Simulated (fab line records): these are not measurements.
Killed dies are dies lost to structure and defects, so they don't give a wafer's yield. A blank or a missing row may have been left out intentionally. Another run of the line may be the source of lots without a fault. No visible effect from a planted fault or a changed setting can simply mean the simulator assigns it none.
fab line records	flow sky130
record lots=5	wafers=15	lastDay=51
route steps=708 shown VIA2@527 METAL3@532 CAPM@537 PAD_OPEN@708
lots that met no fault: from a run of the same line without faults
startH: hours from the record's first day to the start of the lot's first wafer shown	waitH: how many hours have passed since the lot's step before this one	" as in the row above	L1.1+2: a row that stands for several wafers	- value missing, or start not given	* or withheld: withheld	< > ~ a bound
route shown NAME@n: a module of which the file shows steps, and the number in the route of the first	usual: the fault-free wafers' mean and standard deviation	same: alike in all rows	chamber/n: place in a boat	sites: the reading at each site	_std_site: standard deviation of those values	_edge_site: inner sites' mean taken away from outer sites' mean	radiusMm: how far each site lies from the wafer's centre	mask NAME#n: copy n	behind: the last tool/chamber to shape the wafer	hold: the reason the lot was held/the length of the hold in hours/how it ended	device: the transistor (n, p or np) that didn't switch	end of line: the route-end tests of the same wafers	step lacking rows: just its recipe	killed: at the first sort, the dies lost to defects and structure; wafer yield is something else	map: per-die view of a wafer (x killed, . not killed, _ where there is no die)
set.NAME: the setting as run; set.NAME@STEP: as run at that earlier step	model.NAME: the simulator's own value behind a step, which no gauge read
certain route steps with their lots: each step a table, each wafer a row
services: the hour from which a tool's chamber was out of use, counted from the record's first day as startH (under 0 if before that day), plus the number of hours and why
## steps
# step SKY_VIA2_SPUTTER_20
# recipe material=TiN	targetThkNm=20	chamberPressurePa=4.881	powerW=4000	timeS=80
# step SKY_VIA2_CVD_21
# recipe material=W	targetThkNm=420	timeS=126.4	tempC=400	pressureTorr=40
# step SKY_VIA2_RS_MEAS_22
# recipe thkMeasGauge=four-point-probe	reads=W_of_VIA2_CVD_21+TiN_of_VIA2_SPUTTER_20
# usual VIA2_W_RS=0.274/0.0035
lot.wafer	tool	chamber	startH	waitH	VIA2_W_RS[ohm/sq]
L223.1	filmMetro-03	-	935.40	0.1	0.276
L223.3	"	-	"	"	0.274
L223.5	"	-	"	"	0.276
L224.2	filmMetro-01	-	943.51	0.1	0.277
L224.3	"	-	"	"	0.277
L224.4	"	-	"	"	0.273
L231.1	filmMetro-02	-	992.03	0.1	0.277
L231.2	"	-	"	"	0.273
L231.4	"	-	"	"	0.271
L234.2	filmMetro-01	-	1009.54	0.1	0.274
L234.4	"	-	"	"	0.272
L234.6	"	-	"	"	0.275
L235.2	filmMetro-03	-	1022.48	0.1	0.270
L235.4	"	-	"	"	0.278
L235.5	"	-	"	"	0.274
# step SKY_VIA2_THK_MEAS_23
# recipe thkMeasGauge=xrf	reads=W_of_VIA2_CVD_21
# usual VIA2_W_THK=429/7.1
lot.wafer	tool	chamber	startH	waitH	VIA2_W_THK[nm]
L223.1	filmMetro-03	-	935.52	0.1	426
L223.3	"	-	"	"	428
L223.5	"	-	"	"	422
L224.2	filmMetro-01	-	943.62	0.1	428
L224.3	"	-	"	"	426
L224.4	"	-	"	"	435
L231.1	filmMetro-02	-	992.15	0.1	426
L231.2	"	-	"	"	431
L231.4	"	-	"	"	435
L234.2	filmMetro-01	-	1009.65	0.1	425
L234.4	"	-	"	"	433
L234.6	"	-	"	"	427
L235.2	filmMetro-03	-	1022.59	0.1	431
L235.4	"	-	"	"	418
L235.5	"	-	"	"	419
# step SKY_VIA2_CMP_24
# recipe stopOn=SiO2	tOverpolishS=20	downForcePsi=3.5	platenRpm=60	targetThkNm=0	padVelocityMS=0.94248
# usual motorCurrentA=11.5/1.2	overpolishRunS=20.000/0.009	timeToEndpointS=101/5.1
lot.wafer	tool	chamber	startH	waitH	motorCurrentA	overpolishRunS	timeToEndpointS
L223.3	cmp-01	1	935.58	0.0	13.3	20.012	91
L223.1	"	3	"	"	10.6	19.995	92
L223.5	"	2	"	"	10.2	20.002	99
L224.3	cmp-01	1	943.67	0.0	13.6	20.015	92
L224.4	"	2	"	"	10.5	20.016	101
L224.2	"	0	"	"	13.6	20.016	99
L231.4	cmp-02	1	992.21	0.0	12.0	19.995	104
L231.1	"	3	"	"	9.9	20.001	102
L231.2	"	0	"	"	12.3	20.004	108
L234.2	cmp-01	2	1009.70	0.0	10.4	19.998	102
L234.4	"	3	"	"	10.5	20.016	94
L234.6	"	3	"	"	10.4	20.011	95
L235.2	cmp-01	2	1022.77	0.2	10.5	19.992	106
L235.4	"	1	"	"	13.2	20.002	93
L235.5	"	3	"	"	10.4	19.999	95
# step SKY_METAL3_SPUTTER_00
# recipe material=Ti	targetThkNm=15	powerW=3000	timeS=10	chamberPressurePa=0.4
# step SKY_METAL3_SPUTTER_01
# recipe material=TiN	targetThkNm=20	powerW=6500	timeS=16.7	chamberPressurePa=0.4
# step SKY_METAL3_SPUTTER_02
# recipe material=AlCu	targetThkNm=735	powerW=10600	timeS=39.1	chamberPressurePa=0.4
# usual throttleValvePct=30.2/1.1
lot.wafer	tool	chamber	startH	waitH	throttleValvePct
L223.1	pvdSputter-04	-	935.93	0.0	29.9
L223.3	"	-	"	"	29.7
L223.5	"	-	"	"	31.6
L224.2	pvdSputter-03	-	944.02	0.0	29.9
L224.3	"	-	"	"	30.2
L224.4	"	-	"	"	28.3
L231.1	pvdSputter-03	-	992.55	0.0	29.8
L231.2	"	-	"	"	28.5
L231.4	"	-	"	"	30.4
L234.2	pvdSputter-04	-	1010.04	0.0	31.5
L234.4	"	-	"	"	30.8
L234.6	"	-	"	"	29.8
L235.2	pvdSputter-03	-	1023.12	0.0	29.8
L235.4	"	-	"	"	31.7
L235.5	"	-	"	"	28.7
# step SKY_METAL3_SPUTTER_03
# recipe material=Ti	targetThkNm=5	powerW=3000	timeS=3.3	chamberPressurePa=0.4
# usual throttleValvePct=30.2/1.1
lot.wafer	tool	chamber	startH	waitH	throttleValvePct
L223.1	pvdSputter-04	-	935.97	0.0	30.1
L223.3	"	-	"	"	29.8
L223.5	"	-	"	"	31.5
L224.2	pvdSputter-03	-	944.06	0.0	29.7
L224.3	"	-	"	"	30.7
L224.4	"	-	"	"	28.7
L231.1	pvdSputter-03	-	992.59	0.0	29.9
L231.2	"	-	"	"	28.7
L231.4	"	-	"	"	30.4
L234.2	pvdSputter-04	-	1010.08	0.0	31.7
L234.4	"	-	"	"	30.8
L234.6	"	-	"	"	30.0
L235.2	pvdSputter-03	-	1023.16	0.0	29.9
L235.4	"	-	"	"	31.4
L235.5	"	-	"	"	28.6
# step SKY_METAL3_SPUTTER_04
# recipe material=TiN	targetThkNm=70	powerW=6500	timeS=58.3	chamberPressurePa=0.4
# step SKY_CAPM_CVD_00
# recipe material=SiO2	targetThkNm=15.5	tempC=400	timeS=withheld	rfW=450
# usual heaterPowerW=707/83	rfFwdPowerW=440.7/1.8
lot.wafer	tool	chamber	startH	waitH	heaterPowerW	rfFwdPowerW
L223.1	pecvd-04	1	936.04	0.0	783	440.3
L223.3	"	0	"	"	809	440.8
L223.5	"	1	"	"	757	439.6
L224.2	pecvd-04	1	944.12	0.0	821	440.5
L224.3	"	0	"	"	684	443.6
L224.4	"	1	"	"	792	439.0
L231.1	pecvd-02	1	992.66	0.0	723	436.8
L231.2	"	0	"	"	546	443.6
L231.4	"	1	"	"	705	439.4
L234.2	pecvd-04	0	1010.15	0.0	653	439.3
L234.4	"	2	"	"	704	444.8
L234.6	"	0	"	"	655	440.4
L235.2	pecvd-03	0	1023.23	0.0	819	440.0
L235.4	"	1	"	"	783	442.1
L235.5	"	2	"	"	772	442.3
# step SKY_CAPM_THK_MEAS_01
# recipe reads=SiO2_of_CAPM_CVD_00
# usual CAPM_CVD_00_THK=15.51/0.23
lot.wafer	tool	chamber	startH	waitH	CAPM_CVD_00_THK[nm]
L223.1	filmMetro-02	-	936.07	-	15.32
L223.3	"	-	"	"	15.75
L223.5	"	-	"	"	15.64
L224.2	filmMetro-01	-	944.17	-	15.61
L224.3	"	-	"	"	15.62
L224.4	"	-	"	"	15.76
L231.1	filmMetro-01	-	992.68	-	15.50
L231.2	"	-	"	"	15.60
L231.4	"	-	"	"	15.76
L234.2	filmMetro-01	-	1010.18	-	15.40
L234.4	"	-	"	"	15.57
L234.6	"	-	"	"	15.81
L235.2	filmMetro-02	-	1023.26	-	15.48
L235.4	"	-	"	"	15.51
L235.5	"	-	"	"	16.07
# step SKY_CAPM_SPUTTER_02
# recipe material=TiN	targetThkNm=200	tempC=300	powerW=6500	timeS=166.7	chamberPressurePa=0.4
# usual throttleValvePct=30.2/0.87
lot.wafer	tool	chamber	startH	waitH	throttleValvePct
L223.1	pvdSputter-02	-	936.13	0.1	30.1
L223.3	"	-	"	"	29.8
L223.5	"	-	"	"	30.9
L224.2	pvdSputter-04	-	944.22	0.0	30.9
L224.3	"	-	"	"	29.8
L224.4	"	-	"	"	29.7
L231.1	pvdSputter-04	-	992.74	0.1	30.1
L231.2	"	-	"	"	29.8
L231.4	"	-	"	"	31.3
L234.2	pvdSputter-03	-	1010.23	0.0	29.6
L234.4	"	-	"	"	30.4
L234.6	"	-	"	"	31.8
L235.2	pvdSputter-02	-	1023.31	0.0	30.0
L235.4	"	-	"	"	29.5
L235.5	"	-	"	"	31.2
# step SKY_CAPM_RS_MEAS_03
# recipe thkMeasGauge=four-point-probe	reads=TiN_of_CAPM_SPUTTER_02
# usual CAPM_TIN_RS=6.88/0.078
lot.wafer	tool	chamber	startH	waitH	CAPM_TIN_RS[ohm/sq]
L223.1	filmMetro-01	-	936.24	0.1	6.78
L223.3	"	-	"	"	6.86
L223.5	"	-	"	"	6.74
L224.2	filmMetro-02	-	944.35	0.1	6.93
L224.3	"	-	"	"	6.86
L224.4	"	-	"	"	6.88
L231.1	filmMetro-02	-	992.85	0.1	7.04
L231.2	"	-	"	"	7.00
L231.4	"	-	"	"	6.96
L234.2	filmMetro-02	-	1010.36	0.1	6.84
L234.4	"	-	"	"	6.96
L234.6	"	-	"	"	6.89
L235.2	filmMetro-01	-	1023.44	0.1	6.96
L235.4	"	-	"	"	7.03
L235.5	"	-	"	"	6.88
# step SKY_CAPM_THK_MEAS_04
# recipe thkMeasGauge=xrf	reads=TiN_of_CAPM_SPUTTER_02
# usual CAPM_TIN_THK=201.1/2.3
lot.wafer	tool	chamber	startH	waitH	CAPM_TIN_THK[nm]
L223.1	filmMetro-01	-	936.36	0.1	203.0
L223.3	"	-	"	"	201.0
L223.5	"	-	"	"	203.8
L224.2	filmMetro-02	-	944.46	0.1	200.3
L224.3	"	-	"	"	201.8
L224.4	"	-	"	"	201.1
L231.1	filmMetro-02	-	992.97	0.1	196.0
L231.2	"	-	"	"	197.3
L231.4	"	-	"	"	198.4
L234.2	filmMetro-02	-	1010.47	0.1	202.7
L234.4	"	-	"	"	199.6
L234.6	"	-	"	"	201.0
L235.2	filmMetro-01	-	1023.55	0.1	198.8
L235.4	"	-	"	"	196.5
L235.5	"	-	"	"	200.5
# step SKY_CAPM_DEHYDRATE_05
# recipe tempC=200	timeS=60
# step SKY_CAPM_HMDS_06
# recipe primeTimeS=60	primeTempC=120
# step SKY_CAPM_COAT_07
# recipe resist=NOVOLAK	spinRpm=3000	resistThkNm=1140
# step SKY_CAPM_SOFTBAKE_08
# recipe tempC=90	timeS=60	resist=NOVOLAK
# step SKY_CAPM_EXPOSE_09
# recipe maskId=CAPM	na=0.6	sourceShape=conventional	sigmaOuter=0.6	polarization=unpolarized	targetCdNm=1000	doseMj=159
# step SKY_CAPM_PEB_10
# recipe tempC=withheld	timeS=*	resist=NOVOLAK
# step SKY_CAPM_DEVELOP_11
# recipe resist=NOVOLAK	developer=TMAH	developTimeS=60	devTempC=23
# step SKY_CAPM_OVL_MEAS_12
# usual CAPM_OVL=0.9/1.3
lot.wafer	tool	chamber	startH	waitH	CAPM_OVL[nm]
L223.1	overlay-02	-	961.50	0.1	-0.1
L223.3	"	-	"	"	-0.6
L223.5	"	-	"	"	-0.6
L224.2	overlay-01	-	968.44	0.1	2.0
L224.3	"	-	"	"	1.8
L224.4	"	-	"	"	2.2
L231.1	overlay-02	-	1016.65	0.1	2.7
L231.2	"	-	"	"	0.8
L231.4	"	-	"	"	1.0
L234.2	overlay-01	-	1032.79	0.1	1.7
L234.4	"	-	"	"	0.5
L234.6	"	-	"	"	1.7
L235.2	overlay-02	-	1046.79	0.1	0.6
L235.4	"	-	"	"	-0.1
L235.5	"	-	"	"	0.8
# step SKY_CAPM_METAL_ETCH_13
# recipe targetDepthNm=220	stopOn=SiO2	chemistry=Cl2/BCl3	target=TiN	pressureMtorr=10	icpW=900	biasW=48.5	Cl2_flow_sccm=60	bcl3FlowSccm=30	timeS=62.9
# usual drypumpMotorCurrentA=5.6/0.44	mfcCl2Sccm=60.00/0.19	oesProductAu=0.943/0.0085	rfFwdPowerW=893.6/2.6	throttleValvePct=21.899/0.011
lot.wafer	tool	chamber	startH	waitH	drypumpMotorCurrentA	mfcCl2Sccm	oesProductAu	rfFwdPowerW	rfHoursCounterH	throttleValvePct
L223.1	rieMetal-02	1	961.54	0.0	6.2	60.01	0.946	896.5	12	21.883
L223.3	"	1	"	"	6.2	59.86	0.945	894.9	-	21.903
L223.5	"	1	"	"	6.2	59.38	0.959	894.3	-	21.878
L224.2	rieMetal-03	1	968.47	0.0	5.1	60.35	0.943	894.9	4	21.901
L224.3	"	1	"	"	5.1	59.95	0.943	893.9	-	21.888
L224.4	"	0	"	"	5.1	59.82	0.945	889.7	-	21.890
L231.1	rieMetal-02	1	1016.69	0.0	6.3	60.16	0.933	892.8	15	21.907
L231.2	"	0	"	"	6.1	60.30	0.927	894.5	2	21.894
L231.4	"	0	"	"	6.1	59.76	0.946	895.1	-	21.902
L234.2	rieMetal-03	0	1032.82	0.0	5.2	60.19	0.942	890.6	16	21.890
L234.4	"	0	"	"	5.1	60.24	0.936	890.9	-	21.886
L234.6	"	1	"	"	5.1	60.01	0.943	892.6	-	21.920
L235.2	rieMetal-01	0	1046.82	0.0	5.9	60.16	0.934	895.0	9	21.888
L235.4	"	0	"	"	5.9	59.91	0.931	896.4	-	21.908
L235.5	"	1	"	"	5.4	59.87	0.940	888.9	-	21.892
# step SKY_CAPM_STRIP_14
# recipe chemistry=O2/N2	powerW=1400	pressureMtorr=1500	platenTempC=withheld	o2FlowSccm=3000	n2FlowSccm=300	overashFraction=0.5
# step SKY_CAPM_STRIP_15
# recipe chemistry=postEtchResidueRemover	timeS=1200	tempC=72.5
# step SKY_CAPM_CLEAN_16
# recipe chemistry=IPA	timeS=180	tempC=25
# step SKY_CAPM_CLEAN_17
# recipe chemistry=O3/DIW	dry=n2Spin
# step SKY_METAL3_DEHYDRATE_05
# recipe tempC=200	timeS=60
# step SKY_METAL3_HMDS_06
# recipe primeTimeS=60	primeTempC=120
# step SKY_METAL3_COAT_07
# recipe resist=BARC	tempC=withheld	timeS=withheld	spinRpm=3000	resistThkNm=60
# step SKY_METAL3_COAT_08
# recipe resist=KrF-thick	spinRpm=3000	resistThkNm=1140
# step SKY_METAL3_SOFTBAKE_09
# recipe tempC=100	timeS=90	resist=KrF-thick
# step SKY_METAL3_EXPOSE_10
# recipe maskId=MM3	na=0.68	sourceShape=annular	sigmaInner=0.4	sigmaOuter=0.8	targetCdNm=300	doseMj=28
# step SKY_METAL3_PEB_11
# recipe pebTempC=withheld	pebTimeS=withheld	resist=KrF-thick
# step SKY_METAL3_DEVELOP_12
# recipe developTimeS=60	resist=KrF-thick	devTempC=21.42
# step SKY_METAL3_CD_MEAS_13
# recipe targetCdNm=300
# usual cdNm=300.2/1.1
lot.wafer	tool	chamber	startH	waitH	cdNm
L223.1	cdSem-01	-	987.00	-	301.4
L223.3	"	-	"	"	302.8
L223.5	"	-	"	"	302.9
L224.2	cdSem-01	-	993.42	-	300.5
L224.3	"	-	"	"	301.4
L224.4	"	-	"	"	301.1
L231.1	cdSem-02	-	1040.13	-	299.7
L231.2	"	-	"	"	300.6
L231.4	"	-	"	"	301.4
L234.2	cdSem-01	-	1056.43	-	301.5
L234.4	"	-	"	"	301.0
L234.6	"	-	"	"	300.5
L235.2	cdSem-02	-	1070.32	-	299.5
L235.4	"	-	"	"	300.4
L235.5	"	-	"	"	298.1
# step SKY_METAL3_OVL_MEAS_14
# usual METAL3_OVL=-2/5
lot.wafer	tool	chamber	startH	waitH	METAL3_OVL[nm]
L223.1	overlay-02	-	987.12	0.1	-2
L223.3	"	-	"	"	-8
L223.5	"	-	"	"	-8
L224.2	overlay-02	-	993.53	0.1	-4
L224.3	"	-	"	"	-8
L224.4	"	-	"	"	-4
L231.1	overlay-02	-	1040.25	0.1	0
L231.2	"	-	"	"	-5
L231.4	"	-	"	"	-3
L234.2	overlay-01	-	1056.53	0.1	0
L234.4	"	-	"	"	-10
L234.6	"	-	"	"	-9
L235.2	overlay-02	-	1070.43	0.1	-1
L235.4	"	-	"	"	-5
L235.5	"	-	"	"	-5
# step SKY_METAL3_DESCUM_15
# recipe chemistry=O2	sourcePowerW=150	biasPowerW=0	pressureMtorr=10	tempC=40	timeS=8
# step SKY_METAL3_ETCH_16
# recipe chemistry=N2/H2	target=BARC	ionEnergyEv=200	biasW=100	pressureMtorr=30	n2FlowSccm=100	h2FlowSccm=200	icpW=500	stopOn=SiO2	timeS=88.2	targetDepthA=600
# step SKY_METAL3_ETCH_17
# recipe target=SiO2	stopOn=TiN	chemistry=C4F8/O2/Ar	sourceW=1500	biasW=1200	pressureMtorr=40	c4f8FlowSccm=withheld	O2_flow_sccm=6	Ar_flow_sccm=300	timeS=3.9	targetDepthA=150
# step SKY_METAL3_METAL_ETCH_18
# recipe targetDepthA=8450	stopOn=SiO2	overEtchFrac=0.3	timeS=183.1	chemistry=Cl2/BCl3	resistSidewallDeg=88	pressureMtorr=10	icpW=900	biasW=48.5	Cl2_flow_sccm=60	bcl3FlowSccm=30
# step SKY_PAD_OPEN_PROBE_99
# usual defectLimitedYield=82.5/2.2	killed_at_M0_to_M3=43/7.5	killed_at_M4_up=3.2/1.9	killedAtContacts=24/5.6	killedAtFrontEnd=15/4.8	killedAtOther=0.2/0.54	killedDies=86/11	killedOpen=47/7.6	killedShort=39/7.1	sort_bin_3_pad_short=0.8/0.36	sort_bin_5_function=10.4/1.6	sort_bin_6_memory=6.3/1.3	sortNPass=406/11	sortYieldPct=82.5/2.2
# same grossDies=492	killedAtBackSide=0	sort_bin_4_leakage[%]=0	sort_bin_8_speed[%]=0
lot.wafer	tool	chamber	startH	waitH	hold	defectLimitedYield[%]	killed_at_M0_to_M3	killed_at_M4_up	killedAtContacts	killedAtFrontEnd	killedAtOther	killedDies	killedOpen	killedShort	sort_bin_3_pad_short[%]	sort_bin_5_function[%]	sort_bin_6_memory[%]	sortNPass	sortYieldPct[%]	model.etest.tester.sortNPass	model.etest.tester.sortYieldPct	model.etest.tester.sort_bin_5_pct	model.etest.tester.sort_bin_3_pct
L223.1	prober-01	-	1150.65	0.1	-	82.1	45	3	20	20	0	88	51	37	0.6	10.6	6.7	404	82.1	404	82.11	10.57	0.6098
L223.3	prober-01	-	1150.75	0.2	-	79.7	55	7	26	12	0	100	57	43	0.8	12.6	6.9	392	79.7	392	79.67	12.6	0.813
L223.5	prober-01	-	1150.85	0.2	-	83.7	40	2	30	8	0	80	36	44	0.6	10.0	5.7	412	83.7	412	83.74	9.959	0.6098
L224.2	prober-02	-	1156.93	0.1	-	81.9	38	4	19	28	0	89	54	35	0.6	10.8	6.7	403	81.9	403	81.91	10.77	0.6098
L224.3	prober-02	-	1156.98	0.2	-	82.3	45	8	14	20	0	87	52	35	0.8	10.8	6.1	405	82.3	405	82.32	10.77	0.813
L224.4	prober-02	-	1157.03	0.2	-	79.5	43	1	26	31	0	101	63	38	1.6	12.6	6.3	391	79.5	391	79.47	12.6	1.626
L231.1	prober-01	-	1190.81	0.1	awaitDispo/4.6h/release	70.3	47	5	25	6	63	146	44	39	4.7	16.7	8.3	346	70.3	346	70.33	16.67	4.675
L231.2	prober-01	-	1190.86	0.1	awaitDispo/4.6h/release	79.5	51	9	23	18	0	101	55	46	0.4	12.2	7.9	391	79.5	391	79.47	12.2	0.4065
L231.4	prober-01	-	1190.96	0.2	awaitDispo/4.6h/release	84.3	42	3	23	9	0	77	42	35	0.8	9.3	5.5	415	84.3	415	84.35	9.35	0.813
L234.2	prober-02	-	1203.82	0.1	-	81.5	48	3	17	22	1	91	49	42	1.0	12.2	5.3	401	81.5	401	81.5	12.2	1.016
L234.4	prober-02	-	1203.92	0.2	-	80.9	48	6	25	15	0	94	51	43	0.8	11.0	7.3	398	80.9	398	80.89	10.98	0.813
L234.6	prober-02	-	1204.02	0.2	-	80.7	41	1	33	20	0	95	52	43	1.4	11.0	6.9	397	80.7	397	80.69	10.98	1.423
L235.2	prober-01	-	1214.26	0.1	-	82.7	37	3	30	15	0	85	55	30	0.2	11.8	5.3	407	82.7	407	82.72	11.79	0.2033
L235.4	prober-01	-	1214.36	0.2	-	81.1	53	4	25	11	0	93	48	45	1.2	11.6	6.1	399	81.1	399	81.1	11.59	1.22
L235.5	prober-01	-	1214.41	0.2	-	81.5	47	5	19	20	0	91	53	38	0.8	11.0	6.7	401	81.5	401	81.5	10.98	0.813
# killed by level:class
L223.1 VIA1:geometricParticle:open=11 METAL2:geometricParticle:short=11 LI_CONTACT:geometricParticle:open=8 FIELD_ISO:geometricParticle:open=7 VIA2:geometricParticle:open=7 CONTACT:geometricParticle:open=6 POLY_GATE:geometricParticle:open=4 VIA3:geometricParticle:open=4
L223.3 VIA1:geometricParticle:open=16 CONTACT:geometricParticle:open=10 VIA2:geometricParticle:open=10 VIA3:geometricParticle:open=8 VIA1:geometricParticle:short=6 METAL1:geometricParticle:short=6 METAL3:geometricParticle:short=6 POLY_GATE:geometricParticle:open=5
L223.5 CONTACT:geometricParticle:open=11 CONTACT:geometricParticle:short=8 VIA2:geometricParticle:open=8 METAL2:geometricParticle:short=7 VIA1:geometricParticle:short=7 LI_CONTACT:geometricParticle:open=5 METAL1:geometricParticle:short=5 VIA1:geometricParticle:open=5
L224.2 VIA3:geometricParticle:open=10 FIELD_ISO:geometricParticle:open=9 VIA1:geometricParticle:open=8 LI_CONTACT:geometricParticle:open=7 CONTACT:geometricParticle:open=7 POLY_GATE:geometricParticle:open=6 FIELD_ISO:geometricParticle:short=5 POLY_GATE:geometricParticle:short=5
L224.3 VIA1:geometricParticle:open=13 VIA3:geometricParticle:open=8 LI_CONTACT:geometricParticle:open=6 POLY_GATE:geometricParticle:short=5 CONTACT:geometricParticle:open=5 VIA2:geometricParticle:open=5 METAL2:geometricParticle:short=5 FIELD_ISO:geometricParticle:open=4
L224.4 FIELD_ISO:geometricParticle:open=13 VIA1:geometricParticle:open=12 CONTACT:geometricParticle:open=9 LI_CONTACT:geometricParticle:open=9 FIELD_ISO:geometricParticle:short=5 POLY_GATE:geometricParticle:short=5 POLY_GATE:geometricParticle:open=5 METAL1:geometricParticle:short=5
L231.1 CAPM:unspecified=63 VIA1:geometricParticle:open=13 CONTACT:geometricParticle:open=10 VIA2:geometricParticle:open=8 METAL1:geometricParticle:short=6 VIA1:geometricParticle:short=6 LI_CONTACT:geometricParticle:short=4 LI_CONTACT:geometricParticle:open=4
L231.2 VIA1:geometricParticle:open=12 VIA3:geometricParticle:open=9 CONTACT:geometricParticle:open=8 VIA1:geometricParticle:short=7 METAL4:geometricParticle:short=6 METAL1:geometricParticle:short=5 POLY_GATE:geometricParticle:open=5 POLY_GATE:geometricParticle:short=4
L231.4 CONTACT:geometricParticle:open=9 LI_CONTACT:geometricParticle:open=7 METAL1:geometricParticle:short=7 VIA1:geometricParticle:open=7 METAL2:geometricParticle:short=7 VIA3:geometricParticle:open=7 FIELD_ISO:geometricParticle:short=5 VIA1:geometricParticle:short=5
L234.2 VIA1:geometricParticle:short=9 VIA3:geometricParticle:open=9 VIA1:geometricParticle:open=8 FIELD_ISO:geometricParticle:open=6 LI_CONTACT:geometricParticle:open=5 LOCAL_INTERCONNECT:geometricParticle:short=5 VIA2:geometricParticle:open=5 FIELD_ISO:geometricParticle:short=4
L234.4 VIA1:geometricParticle:open=14 CONTACT:geometricParticle:open=12 VIA3:geometricParticle:open=7 LI_CONTACT:geometricParticle:open=6 METAL4:geometricParticle:short=6 FIELD_ISO:geometricParticle:short=5 VIA2:geometricParticle:open=5 POLY_GATE:geometricParticle:short=4
L234.6 VIA1:geometricParticle:open=12 CONTACT:geometricParticle:open=12 VIA2:geometricParticle:open=9 LI_CONTACT:geometricParticle:open=7 POLY_GATE:geometricParticle:short=7 POLY_GATE:geometricParticle:open=6 LI_CONTACT:geometricParticle:short=6 CONTACT:geometricParticle:short=5
L235.2 VIA1:geometricParticle:open=16 CONTACT:geometricParticle:open=11 VIA2:geometricParticle:open=7 POLY_GATE:geometricParticle:open=7 CONTACT:geometricParticle:short=7 LI_CONTACT:geometricParticle:open=5 METAL2:geometricParticle:short=4 LOCAL_INTERCONNECT:geometricParticle:short=4
L235.4 VIA1:geometricParticle:open=12 LI_CONTACT:geometricParticle:open=8 CONTACT:geometricParticle:open=8 VIA3:geometricParticle:open=8 METAL2:geometricParticle:short=7 VIA1:geometricParticle:short=6 VIA3:geometricParticle:short=5 LOCAL_INTERCONNECT:geometricParticle:short=4
L235.5 VIA1:geometricParticle:open=12 VIA3:geometricParticle:open=9 CONTACT:geometricParticle:open=7 LOCAL_INTERCONNECT:geometricParticle:short=6 FIELD_ISO:geometricParticle:short=5 POLY_GATE:geometricParticle:open=5 LI_CONTACT:geometricParticle:open=5 VIA2:geometricParticle:short=5
# map L231.1 (x killed, . not)
__________..x......._________
________.xxxx....x..xx_______
______x..x......xxxxxxxx_____
_____.....x.....xxxxxxxx.____
____........x..xxxxxxxxxx.___
___............xxxxxxxxxx..__
__x...xx...xx..xxxxxxxxxx..._
_........x...x.xxxxxxxxx.....
_.x.........xx....xxxxx.x...x
_.....xx........x......x.....
_.............x........xx....
_...x.....x......x.x...xxx..x
_...........xx...xx..xx..x...
_..x.................x...xx.x
_.x.xx.x....x..x..x..x...xx..
__...x.x.x..x....x.......x.._
___.......x.x.x......x.....__
____.......x.........x..x.___
_____......x..x.x........____
______.xx...x.......xxx._____
________.x............_______
__________....x..x.._________
# map L224.4 (x killed, . not)
__________.xx......._________
________.....x....xx.x_______
______....x..x.........._____
_____x....x....x.x......x____
____..x.xx.xx..x.x.......x___
___...xx....x.......xx...x.__
__........x.xxx.x..x..xx.x.._
_.......x...x.x..............
_.x.....x.....x....xx..x.x...
_......x...x..........xx..x..
_x..x.xx.x.xx.......x........
_.x....x....x.........x.x....
_....x..x....xxx.x...........
_....x.......x..x.........x..
_...x...x...........x....x.xx
__....x..x....x.x..x.....x.x_
___...x....................__
____.x......x.x........x..___
_____....x...x.....x.....____
______.....x...x..x....._____
________...x.x....x..._______
__________.........._________
## services
tool	chamber	startH	hours	kind
cmp-02	-	912.11	4.0	pm
pecvd-04	1	919.40	16.5	scheduledDown
pecvd-03	-	925.94	0.3	repair
pvdSputter-02	-	927.52	1.5	repair
cmp-01	-	928.40	1.4	repair
cmp-02	-	928.72	2.0	repair
cmp-01	-	929.55	0.9	repair
pecvd-04	2	934.60	18.8	repair
pvdSputter-03	-	950.54	4.1	repair
rieMetal-02	0	960.44	-	clean
cmp-02	-	960.62	4.5	repair
rieMetal-01	1	964.54	10.8	repair
pvdSputter-02	-	966.98	1.5	repair
pecvd-03	-	992.13	6.0	pm
pvdSputter-04	1	996.93	-	consumableReplace:kit
pvdSputter-04	1	996.93	18.0	scheduledDown
pvdSputter-04	1	996.93	18.0	ventCycle
cmp-02	-	999.46	1.2	repair
pecvd-02	-	1023.58	1.1	repair
pvdSputter-04	-	1034.53	5.1	repair
pvdSputter-03	3	1040.94	-	consumableReplace:kit
pvdSputter-03	3	1040.94	18.0	scheduledDown
pvdSputter-03	3	1040.94	18.0	ventCycle
pecvd-02	-	1045.80	28.1	pm
## key
firstSign step=SKY_PAD_OPEN_PROBE_99	reading=killedAtOther	direction=up	sigmas=63	usual=0.2	struck=63
effect step=SKY_PAD_OPEN_PROBE_99	reading=sort_bin_3_pad_short	direction=up	sigmas=11	usual=0.8	struck=4.7
modelEffect step=SKY_PAD_OPEN_PROBE_99	value=etest.tester.sortNPass	without=401	struck=346
metAt SKY_CAPM_SPUTTER_02
struckWafers L231.1
onsetBetween 944.22 992.74
fault kind=chamberParticleSource	tool=pvdSputter-04	chamber=-	onsetH=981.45	steps=SKY_CAPM_SPUTTER_02	ratePerVisitCm2=1.9964	endH=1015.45	scope=struckWafersOnly
